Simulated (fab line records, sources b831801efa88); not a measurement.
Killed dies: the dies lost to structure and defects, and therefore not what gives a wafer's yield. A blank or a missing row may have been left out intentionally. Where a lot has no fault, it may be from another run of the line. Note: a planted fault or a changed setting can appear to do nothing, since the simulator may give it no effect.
Matching of chambers + flow gf180mcu + pecvd-04 running GF_V2_CVD_02: 3 sister chambers
The step deposits SiO2 from TEOS, target thk 850 nm, time 94.851 s. 6 wafers are shown with their chamber, then 7 later ones without.

== WAFERS PAIRED WITH THEIR CHAMBERS ==
| wafer  | chamber | heater-power-w (W) | heater-power-outer-w (W) |
|--------|---------|--------------------|--------------------------|
| L207.5 | 0       | 639                | 329                      |
| L214.6 | 1       | 590                | 340                      |
| L217.1 | 0       | 675                | 366                      |
| L217.4 | 2       | 544                | 291                      |
| L218.1 | 2       | 657                | 379                      |
| L218.2 | 1       | 477                | 241                      |

== WAFERS WITHOUT THEIR CHAMBER ==
| wafer  | heater-power-w (W) | heater-power-outer-w (W) |
|--------|--------------------|--------------------------|
| L218.6 | 557                | 287                      |
| L226.1 | 629                | 346                      |
| L226.3 | 553                | 297                      |
| L226.4 | 571                | 325                      |
| L230.3 | 546                | 294                      |
| L230.5 | 576                | 308                      |
| L230.6 | 708                | 411                      |

== EACH ONE'S CHAMBER ==
| wafer  | from the rows above          | in truth |
|--------|------------------------------|----------|
| L218.6 | can't be placed: 1 or 2 or 0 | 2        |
| L226.1 | can't be placed: 0 or 2 or 1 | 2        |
| L226.3 | can't be placed: 1 or 2 or 0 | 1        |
| L226.4 | can't be placed: 2 or 1 or 0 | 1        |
| L230.3 | can't be placed: 1 or 2 or 0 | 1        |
| L230.5 | can't be placed: 2 or 1 or 0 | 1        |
| L230.6 | can't be placed: 0 or 2      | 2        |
Correct placement for 0 of the 7. Can't be placed from these rows: 7 (the true chamber is among the candidates in 7). Placed wrongly: 0.
How it was worked out, from the rows above alone: a wafer's distance from a chamber is the root of the sum, over the readings, of the square of ((its reading less the chamber's mean) divided by the reading's scatter). If the next closest chamber is less than 2 further off than the closest, the wafer can't be placed; otherwise it belongs to the closest. A chamber's mean is the mean of its shown wafers. How the scatter is found: for the shown wafers, subtract from each reading the mean of its chamber, square and add these, divide the total by (wafers less chambers), then take the root.
